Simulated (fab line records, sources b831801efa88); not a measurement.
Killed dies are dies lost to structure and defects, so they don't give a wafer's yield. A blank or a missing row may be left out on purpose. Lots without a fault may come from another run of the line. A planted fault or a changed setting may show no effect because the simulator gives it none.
fab line records | flow gf180mcu
record lots=14 wafers=42 last_day=34
route steps=602 shown HV_LDD@234 V1@340 M2@376 V2@383
lots that met no fault: from a run of the same line without faults
start_h: hours from the record's first day to the start of the lot's first wafer shown | wait_h: hours since the lot's step before | " the same as in the row above | L1.1+2: a row that stands for several wafers | - no value, or no start given | * or withheld: withheld | < > ~ a bound
route shown NAME@n: a module of which the file shows steps, and the number in the route of the first | usual: mean/standard deviation of fault-free wafers | same: alike in all rows | chamber/n: place in a boat | sites: the reading at each site | _std_site: their standard deviation | _edge_site: outer sites' mean less inner sites' | radius_mm: how far each site lies from the wafer's centre | mask NAME#n: copy n | behind: the tool/chamber that last shaped the wafer | hold: why the lot was held/for how many hours/how that ended | device: the transistor (n, p or np) that didn't switch | end of line: the same wafers' tests at the end of the route | a step without rows: its recipe alone | killed: dies lost to structure and defects at the first sort, not the wafer's yield | map: a wafer's dies, x killed, . not, _ none there
set.NAME: the setting as run; set.NAME@STEP: as run at that earlier step | model.NAME: the simulator's own value behind a step, which no gauge read
steps of the route over a sample of lots; a table a step, a row a wafer
services: from which hour (start_h, from the record's first day; less than 0 if before it) a tool's chamber was out of use, for how many hours, and why
## steps
# step GF_HV_LDD_ETCHBACK_58
# recipe chemistry=CH3F/O2 target=Si3N4 stop_on=SiO2 source_w=400 bias_w=80 pressure_mtorr=25 ch3f_flow_sccm=40 O2_flow_sccm=30 time_s=100 target_depth_a=900
# usual chamber_pressure_mTorr=25.004/0.02 drypump_motor_current_A=5.8/0.35 oes_product_au=0.844/0.0066 run_length_s=128.5/0.43 throttle_valve_pct=10.562/0.009
# columns lot.wafer tool chamber start_h wait_h chamber_pressure_mTorr drypump_motor_current_A oes_product_au rf_hours_counter_h run_length_s throttle_valve_pct
L463.2 rie_diel-03 3 279.26 0.0 25.019 5.6 0.854 33 128.9 10.568
L463.3 " 0 " " 25.005 5.9 0.849 45 127.8 10.572
L463.6 " 1 " " 25.011 6.4 0.845 - 128.1 10.575
L464.2 rie_diel-02 2 282.17 0.0 25.007 5.7 0.834 3 128.2 10.552
L464.3 " 3 " " 25.008 6.2 0.828 126 128.7 10.559
L464.4 " 0 " " 24.983 6.0 0.840 15 127.7 10.569
L465.1 rie_diel-04 3 292.67 0.1 24.978 5.6 0.853 59 128.2 10.554
L465.5 " 1 " " 25.017 5.7 0.851 - 128.1 10.560
L465.6 " 0 " " 25.012 6.0 0.845 - 128.2 10.550
L466.3 rie_diel-04 3 298.73 0.0 24.988 5.6 0.836 59 128.5 10.568
L466.4 " 3 " " 25.006 5.6 0.845 - 128.7 10.575
L466.6 " 0 " " 25.013 6.0 0.846 - 128.4 10.563
L469.3 rie_diel-04 0 325.51 0.0 24.995 6.0 0.850 8 128.2 10.571
L469.4 " 2 " " 25.001 6.3 0.842 - 129.2 10.559
L469.5 " 3 " " 25.039 5.6 0.855 - 128.6 10.554
L468.2 rie_diel-03 1 327.37 0.0 25.023 6.4 0.843 62 128.2 10.540
L468.5 " 2 " " 25.043 5.1 0.861 - 128.8 10.558
L468.6 " 1 " " 25.028 6.4 0.841 - 128.4 10.561
L471.2 rie_diel-02 3 340.46 0.0 24.990 6.2 0.845 0 128.8 10.571
L471.3 " 1 " " 24.979 5.7 0.847 74 128.4 10.553
L471.5 " 3 " " 25.015 6.2 0.850 - 129.2 10.552
L472.2 rie_diel-03 2 354.70 0.0 24.991 5.1 0.840 10 128.9 10.553
L472.3 " 0 " " 24.993 5.9 0.843 48 127.6 10.554
L472.6 " 3 " " 25.038 5.6 0.836 - 128.9 10.574
L478.1 rie_diel-03 3 405.94 0.1 24.992 5.6 0.874 37 125.5 10.559
L478.5 " 1 " " 24.979 6.3 0.873 - 124.8 10.579
L478.6 " 3 " " 25.013 5.6 0.864 - 125.8 10.572
L480.4 rie_diel-03 0 421.13 0.0 25.055 5.9 0.875 49 124.7 10.561
L480.5 " 0 " " 25.039 5.9 0.878 - 124.4 10.575
L480.6 " 3 " " 25.020 5.6 0.879 - 125.4 10.549
L482.1 rie_diel-04 1 441.43 0.1 24.991 5.8 0.836 73 128.2 10.542
L482.3 " 0 " " 25.014 6.0 0.844 11 128.3 10.565
L482.5 " 2 " " 25.009 6.2 0.837 - 128.9 10.564
L484.2 rie_diel-04 3 450.41 0.0 24.987 5.5 0.837 63 128.3 10.550
L484.5 " 0 " " 25.017 6.0 0.850 - 128.7 10.555
L484.6 " 1 " " 24.984 5.8 0.843 - 128.4 10.571
L485.1 rie_diel-02 2 460.99 0.1 25.018 5.7 0.842 6 128.7 10.555
L485.4 " 3 " " 25.019 6.2 0.841 3 128.7 10.567
L485.5 " 2 " " 25.006 5.7 0.856 - 128.6 10.555
L486.1 rie_diel-04 3 467.22 0.1 25.011 5.6 0.840 64 128.7 10.569
L486.4 " 1 " " 25.003 5.8 0.835 74 128.2 10.551
L486.5 " 2 " " 25.001 6.2 0.847 - 128.6 10.576
# step GF_V1_BOW_MEAS_05
# recipe mode=bow
# usual V1_BOW=82/6.9
# columns lot.wafer tool chamber start_h wait_h V1_BOW[um]
L463.2 film_metro-02 - 390.14 0.2 93
L463.3 " - " " 82
L463.6 " - " " 83
L464.2 film_metro-02 - 393.46 0.2 84
L464.3 " - " " 87
L464.4 " - " " 87
L465.1 film_metro-03 - 404.33 0.2 77
L465.5 " - " " 69
L465.6 " - " " 77
L466.3 film_metro-03 - 413.78 0.2 71
L466.4 " - " " 93
L466.6 " - " " 82
L469.3 film_metro-03 - 445.09 0.2 88
L469.4 " - " " 81
L469.5 " - " " 82
L468.2 film_metro-02 - 446.12 0.2 84
L468.5 " - " " 93
L468.6 " - " " 86
L471.2 film_metro-01 - 462.39 0.3 83
L471.3 " - " " 82
L471.5 " - " " 78
L472.2 film_metro-02 - 476.65 0.2 88
L472.3 " - " " 90
L472.6 " - " " 100
L478.1 film_metro-02 - 530.40 0.1 74
L478.5 " - " " 75
L478.6 " - " " 86
L480.4 film_metro-03 - 546.36 0.3 86
L480.5 " - " " 87
L480.6 " - " " 82
L482.1 film_metro-03 - 566.02 0.1 92
L482.3 " - " " 82
L482.5 " - " " 94
L484.2 film_metro-02 - 572.19 0.2 86
L484.5 " - " " 75
L484.6 " - " " 83
L485.1 film_metro-01 - 581.54 0.1 79
L485.4 " - " " 89
L485.5 " - " " 84
L486.1 film_metro-03 - 586.54 0.2 86
L486.4 " - " " 78
L486.5 " - " " 70
# step GF_M2_CD_MEAS_14
# recipe target_cd_nm=280
# usual cd_nm=280.0/1.1
# columns lot.wafer tool chamber start_h wait_h cd_nm
L463.2 cd_sem-02 - 439.88 0.1 279.7
L463.3 " - " " 278.8
L463.6 " - " " 278.7
L464.2 cd_sem-01 - 442.95 0.1 280.3
L464.3 " - " " 280.8
L464.4 " - " " 280.5
L465.1 cd_sem-02 - 454.26 0.1 278.8
L465.5 " - " " 279.0
L465.6 " - " " 278.4
L466.3 cd_sem-02 - 462.91 0.1 280.0
L466.4 " - " " 279.3
L466.6 " - " " 278.7
L469.3 cd_sem-02 - 495.26 0.1 280.7
L469.4 " - " " 280.1
L469.5 " - " " 279.8
L468.2 cd_sem-02 - 496.05 0.1 279.2
L468.5 " - " " 280.3
L468.6 " - " " 280.5
L471.2 cd_sem-02 - 510.90 0.2 280.0
L471.3 " - " " 280.1
L471.5 " - " " 279.2
L472.2 cd_sem-02 - 526.18 0.1 279.7
L472.3 " - " " 280.3
L472.6 " - " " 279.6
L478.1 cd_sem-02 - 575.82 0.1 278.7
L478.5 " - " " 278.0
L478.6 " - " " 279.1
L480.4 cd_sem-02 - 592.57 0.1 279.7
L480.5 " - " " 279.8
L480.6 " - " " 279.8
L482.1 cd_sem-01 - 609.96 0.1 280.3
L482.3 " - " " 279.1
L482.5 " - " " 279.0
L484.2 cd_sem-01 - 616.44 0.1 279.0
L484.5 " - " " 279.4
L484.6 " - " " 278.7
L485.1 cd_sem-02 - 625.48 0.1 281.2
L485.4 " - " " 281.7
L485.5 " - " " 281.2
L486.1 cd_sem-02 - 629.01 0.1 281.5
L486.4 " - " " 281.1
L486.5 " - " " 280.6
# step GF_V2_THK_MEAS_01
# recipe reads=SiO2_of_V2_CVD_00
# usual V2_CVD_00_THK=602/6.2
# columns lot.wafer tool chamber start_h wait_h V2_CVD_00_THK[nm]
L463.2 film_metro-02 - 440.79 0.0 619
L463.3 " - " " 610
L463.6 " - " " 610
L464.2 film_metro-01 - 443.87 0.1 598
L464.3 " - " " 604
L464.4 " - " " 595
L465.1 film_metro-01 - 455.16 0.0 611
L465.5 " - " " 607
L465.6 " - " " 612
L466.3 film_metro-01 - 463.78 0.1 602
L466.4 " - " " 598
L466.6 " - " " 603
L469.3 film_metro-02 - 496.14 0.1 598
L469.4 " - " " 604
L469.5 " - " " 602
L468.2 film_metro-02 - 496.94 0.0 602
L468.5 " - " " 596
L468.6 " - " " 605
L471.2 film_metro-01 - 511.79 0.0 609
L471.3 " - " " 596
L471.5 " - " " 598
L472.2 film_metro-02 - 527.15 0.0 590
L472.3 " - " " 597
L472.6 " - " " 593
L478.1 film_metro-01 - 576.74 0.0 617
L478.5 " - " " 606
L478.6 " - " " 598
L480.4 film_metro-04 - 593.46 0.0 592
L480.5 " - " " 603
L480.6 " - " " 603
L482.1 film_metro-01 - 610.90 0.0 608
L482.3 " - " " 599
L482.5 " - " " 610
L484.2 film_metro-04 - 617.79 0.0 590
L484.5 " - " " 590
L484.6 " - " " 585
L485.1 film_metro-01 - 626.53 0.0 604
L485.4 " - " " 603
L485.5 " - " " 603
L486.1 film_metro-02 - 629.97 0.0 601
L486.4 " - " " 606
L486.5 " - " " 598
## services
# columns tool chamber start_h hours kind
rie_diel-02 2 285.29 3.7 repair
rie_diel-04 2 290.46 3.6 repair
rie_diel-04 1 298.64 4.7 repair
rie_diel-02 3 314.72 - clean
rie_diel-02 3 314.72 21.5 scheduled_down
rie_diel-02 3 314.72 21.5 vent_cycle
rie_diel-04 1 322.50 4.4 repair
rie_diel-02 2 322.82 15.2 repair
rie_diel-03 2 333.10 8.1 repair
rie_diel-03 0 334.78 2.5 repair
rie_diel-02 - 335.08 4.3 pm
rie_diel-02 0 339.92 4.0 repair
rie_diel-04 - 341.28 0.4 repair
rie_diel-03 1 352.21 3.1 repair
rie_diel-02 2 365.62 21.6 repair
rie_diel-03 0 394.53 15.8 repair
rie_diel-02 1 446.65 5.6 repair
rie_diel-04 - 458.37 2.8 pm
## key
first_sign step=GF_HV_LDD_ETCHBACK_58 reading=run_length_s direction=down sigmas=7.8 usual=* struck=*
effect step=GF_HV_LDD_ETCHBACK_58 reading=oes_product_au direction=up sigmas=4.5 usual=0.844 struck=0.874
met_at GF_HV_LDD_ETCHBACK_58
struck_lots L478,L480
tester_left_out L478,L480
not_acting_at GF_V1_BOW_MEAS_05,GF_M2_CD_MEAS_14,GF_V2_THK_MEAS_01
onset_between 354.70 405.94
fault kind=process_parameter_drift tool=rie_diel-03 chamber=- onset_h=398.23 steps=GF_HV_LDD_ETCHBACK_58 channel=time_s offset=* shape=step end_h=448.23 acts_in=* stated=*
# tester_left_out: of these lots the tester's yield and bins aren't shown, on N5 and GAA mostly nor the transistor test; their killed dies are dies lost to structure and defects alone, not to doping, threshold or leakage, so they don't give the yield
